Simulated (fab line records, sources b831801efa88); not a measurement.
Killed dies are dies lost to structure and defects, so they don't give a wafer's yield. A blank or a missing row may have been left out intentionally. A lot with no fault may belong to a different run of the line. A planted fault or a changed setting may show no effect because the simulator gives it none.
fab line records + flow sky130
[record]
- lots = 6
- wafers = 18
- last_day = 50
route steps=708 shown NWELL@62
lots that met no fault: from a run of the same line without faults
start_h: hours from the record's first day to the start of the lot's first wafer shown + wait_h: hours elapsed since this lot's preceding step + " the same as in the row above + L1.1+2: a single row standing in for several wafers + - no value present, or no start provided + * or withheld: withheld + < > ~ a bound
route shown NAME@n: NAME is a module with steps in the file, n the number in the route of the first one + usual: average and standard deviation across the fault-free wafers + same: alike in all rows + chamber/n: place in a boat + sites: each site's reading + _std_site: their standard deviation + _edge_site: mean of outer sites minus mean of inner sites + radius_mm: how far each site lies from the wafer's centre + mask NAME#n: copy n + behind: the most recent tool/chamber to have shaped the wafer + hold: why the lot went on hold/how many hours it stayed there/how the hold came to an end + device: transistor that didn't switch, given as n, p or np + end of line: the same wafers' tests at the end of the route + a step with no rows: only its recipe + killed: dies lost to structure and defects at the first sort, not the wafer's yield + map: the dies of a wafer, with x for killed, . for not killed, _ for no die there
set.NAME: the setting the step ran with; set.NAME@STEP: the setting that earlier step ran with + model.NAME: the simulator's own value behind a step, which no gauge read
lots seen at some steps along the route; tables by step, rows by wafer
services: the hour from which a tool's chamber was out of use, counted from the record's first day as start_h (under 0 if before that day), plus the number of hours and why
[[steps]]
[step SKY_NWELL_DEVELOP_09]
[recipe]
- wall_angle_deg = 90
- developer = TMAH
- develop_time_s = 60
- dev_temp_c = 23
[step SKY_NWELL_OVL_MEAS_10]
[usual]
- NWELL_00_OVL = 0.2/1.4
| lot.wafer | tool       | chamber | start_h | wait_h | NWELL_00_OVL[nm] |
|-----------|------------|---------|---------|--------|------------------|
| L539.2    | overlay-01 | -       | 124.32  | -      | 1.0              |
| L539.5    | "          | -       | "       | "      | 0.6              |
| L539.6    | "          | -       | "       | "      | 0.0              |
| L541.3    | overlay-01 | -       | 141.37  | -      | 2.0              |
| L541.4    | "          | -       | "       | "      | 0.7              |
| L541.6    | "          | -       | "       | "      | 1.0              |
| L542.2    | overlay-01 | -       | 144.69  | -      | 2.1              |
| L542.4    | "          | -       | "       | "      | 2.2              |
| L542.5    | "          | -       | "       | "      | 2.5              |
| L545.1    | overlay-01 | -       | 160.53  | -      | -0.9             |
| L545.2    | "          | -       | "       | "      | 1.1              |
| L545.4    | "          | -       | "       | "      | 0.9              |
| L549.1    | overlay-02 | -       | 184.68  | -      | 0.1              |
| L549.4    | "          | -       | "       | "      | -1.7             |
| L549.5    | "          | -       | "       | "      | 0.0              |
| L552.1    | overlay-01 | -       | 204.52  | -      | -1.2             |
| L552.3    | "          | -       | "       | "      | -0.4             |
| L552.4    | "          | -       | "       | "      | 0.0              |
[step SKY_NWELL_IMPLANT_11]
[recipe]
- species = P
- energy_kev = 400
- dose_cm2 = 1.9e+13
- tilt_deg = withheld
[step SKY_NWELL_IMPLANT_12]
[recipe]
- species = P
- energy_kev = 120
- dose_cm2 = 1.3e+12
- tilt_deg = withheld
[step SKY_NWELL_IMPLANT_13]
[recipe]
- species = P
- energy_kev = 50
- dose_cm2 = 7e+11
- tilt_deg = withheld
[step SKY_NWELL_STRIP_14]
[recipe]
- chemistry = O2/N2
- power_w = 1400
- pressure_mtorr = 1500
- platen_temp_c = withheld
- o2_flow_sccm = 3000
- n2_flow_sccm = 300
- overash_fraction = 0.5
[usual]
- drypump_motor_current_A = 5.38/0.18
- o2_flow_sccm = 2999/9.4
- oes_product_au = 0.722/0.0045
- strip_time_to_endpoint_s = 36.87/0.12
| lot.wafer | tool            | chamber | start_h | wait_h | drypump_motor_current_A | o2_flow_sccm | oes_product_au | rf_hours_counter_h | strip_time_to_endpoint_s |
|-----------|-----------------|---------|---------|--------|-------------------------|--------------|----------------|--------------------|--------------------------|
| L539.2    | plasma_asher-02 | 0       | 124.80  | 0.1    | 5.72                    | 3011         | 0.724          | 43                 | 36.76                    |
| L539.5    | "               | 0       | "       | "      | 5.74                    | 3001         | 0.721          | -                  | 36.94                    |
| L539.6    | "               | 1       | "       | "      | 5.37                    | 2993         | 0.716          | -                  | 36.85                    |
| L541.3    | plasma_asher-04 | 1       | 141.88  | 0.1    | 5.19                    | 2998         | 0.723          | -                  | 37.01                    |
| L541.4    | "               | 0       | "       | "      | 5.22                    | 3000         | 0.721          | -                  | 37.01                    |
| L541.6    | "               | 1       | "       | "      | 5.20                    | 3004         | 0.724          | -                  | 36.96                    |
| L542.2    | plasma_asher-01 | 1       | 145.17  | 0.1    | 5.31                    | 2992         | 0.724          | 43                 | 36.71                    |
| L542.4    | "               | 1       | "       | "      | 5.31                    | 2974         | 0.724          | -                  | 36.70                    |
| L542.5    | "               | 0       | "       | "      | 5.26                    | 3000         | 0.731          | -                  | 36.73                    |
| L545.1    | plasma_asher-02 | 0       | 161.02  | 0.1    | 5.70                    | 3004         | 0.723          | 46                 | 36.74                    |
| L545.2    | "               | 1       | "       | "      | 5.40                    | 3005         | 0.724          | 46                 | 36.87                    |
| L545.4    | "               | 1       | "       | "      | 5.40                    | 2991         | 0.724          | -                  | 36.80                    |
| L549.1    | plasma_asher-02 | 0       | 185.17  | 0.1    | 5.70                    | 3006         | 0.722          | 49                 | 37.13                    |
| L549.4    | "               | 1       | "       | "      | 5.39                    | 3009         | 0.719          | -                  | 37.12                    |
| L549.5    | "               | 1       | "       | "      | 5.41                    | 2991         | 0.729          | -                  | 37.13                    |
| L552.1    | plasma_asher-02 | 0       | 205.00  | 0.1    | 5.71                    | 3004         | 0.720          | 52                 | 36.83                    |
| L552.3    | "               | 1       | "       | "      | 5.40                    | 2992         | 0.721          | -                  | 36.67                    |
| L552.4    | "               | 0       | "       | "      | 5.72                    | 2989         | 0.727          | -                  | 36.73                    |
[step SKY_NWELL_TW_MEAS_15]
[usual]
- NWELL_TW = 1819/14
| lot.wafer | tool          | chamber | start_h | wait_h | NWELL_TW |
|-----------|---------------|---------|---------|--------|----------|
| L539.2    | film_metro-02 | -       | 124.91  | 0.1    | 1811     |
| L539.5    | "             | -       | "       | "      | 1804     |
| L539.6    | "             | -       | "       | "      | 1797     |
| L541.3    | film_metro-02 | -       | 141.96  | 0.1    | 1798     |
| L541.4    | "             | -       | "       | "      | 1794     |
| L541.6    | "             | -       | "       | "      | 1787     |
| L542.2    | film_metro-04 | -       | 145.28  | 0.1    | 1827     |
| L542.4    | "             | -       | "       | "      | 1835     |
| L542.5    | "             | -       | "       | "      | 1826     |
| L545.1    | film_metro-03 | -       | 161.12  | 0.1    | 1822     |
| L545.2    | "             | -       | "       | "      | 1825     |
| L545.4    | "             | -       | "       | "      | 1830     |
| L549.1    | film_metro-02 | -       | 185.27  | 0.1    | 1795     |
| L549.4    | "             | -       | "       | "      | 1800     |
| L549.5    | "             | -       | "       | "      | 1798     |
| L552.1    | film_metro-02 | -       | 205.10  | 0.1    | 1809     |
| L552.3    | "             | -       | "       | "      | 1808     |
| L552.4    | "             | -       | "       | "      | 1808     |
[step SKY_NWELL_DEHYDRATE_16]
[recipe]
- temp_c = 200
- time_s = 60
[step SKY_NWELL_HMDS_17]
[recipe]
- prime_time_s = 60
- prime_temp_c = 120
[step SKY_NWELL_COAT_18]
[recipe]
- spin_rpm = 2000
- resist_thk_nm = 3000
[step SKY_NWELL_SOFTBAKE_19]
[recipe]
- temp_c = 110
- time_s = withheld
[step SKY_NWELL_EXPOSE_20]
[recipe]
- mask_id = NWM_COMPLEMENT
- na = 0.6
- source_shape = conventional
- sigma_outer = 0.6
- polarization = unpolarized
- target_cd_nm = 840
- dose_mj = 260
[step SKY_NWELL_PEB_21]
[recipe]
- temp_c = 115
- time_s = withheld
[usual]
- chill_plate_temp_C = 22.99/0.097
- exhaust_pa = 44.9/0.92
| lot.wafer | tool           | chamber | start_h | wait_h | chill_plate_temp_C | exhaust_pa |
|-----------|----------------|---------|---------|--------|--------------------|------------|
| L539.2    | litho_track-02 | 0       | 144     | -      | 23.08              | 45.7       |
| L539.5    | "              | 0       | "       | "      | 23.25              | 45.4       |
| L539.6    | "              | 0       | "       | "      | 23.17              | 42.9       |
| L541.3    | litho_track-01 | -       | 161     | -      | -                  | -          |
| L541.4    | "              | -       | "       | "      | -                  | -          |
| L541.6    | "              | -       | "       | "      | -                  | -          |
| L542.2    | litho_track-01 | -       | 164     | -      | -                  | -          |
| L542.4    | "              | -       | "       | "      | -                  | -          |
| L542.5    | "              | -       | "       | "      | -                  | -          |
| L545.1    | litho_track-01 | 0       | 181     | -      | 23.03              | 44.9       |
| L545.2    | "              | 0       | "       | "      | 22.88              | 44.8       |
| L545.4    | "              | 0       | "       | "      | 22.86              | 45.4       |
| L549.1    | litho_track-04 | 0       | 205     | -      | 22.99              | 44.4       |
| L549.4    | "              | 0       | "       | "      | 22.92              | 44.9       |
| L549.5    | "              | 0       | "       | "      | 23.12              | 44.9       |
| L552.1    | litho_track-04 | 0       | 228     | -      | 22.87              | 46.3       |
| L552.3    | "              | 0       | "       | "      | 22.95              | 47.1       |
| L552.4    | "              | 0       | "       | "      | 22.83              | 44.1       |
[step SKY_NWELL_DEVELOP_22]
[recipe]
- wall_angle_deg = 90
- developer = TMAH
- develop_time_s = 60
- dev_temp_c = 23
[[services]]
| tool            | chamber | start_h | hours | kind   |
|-----------------|---------|---------|-------|--------|
| plasma_asher-04 | -       | 188.74  | 1.6   | repair |
| plasma_asher-04 | -       | 190.64  | 88.7  | repair |
[[key]]
[first_sign]
- step = SKY_NWELL_PEB_21
- reading = tool_record
- direction = missing
effect none on later readings
met_at SKY_NWELL_PEB_21
struck_wafers L541.3,L541.4,L541.6,L542.2,L542.4,L542.5
sort_left_out L541.3,L541.4,L541.6,L542.2,L542.4,L542.5
tester_left_out L541,L542
[fault]
- kind = skipped_step_whole
- tool = litho_track-01
- chamber = -
- onset_h = 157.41
- steps = SKY_NWELL_PEB_21
- scope = struck_lots_only
// tester_left_out: of these lots the tester's yield and bins aren't shown, on N5 and GAA mostly nor the transistor test; their killed dies are dies lost to structure and defects alone, not to doping, threshold or leakage, so they don't give the yield
// sort_left_out: the simulated sort isn't trusted on such a fault, so these wafers' sort isn't shown, and their yield isn't known
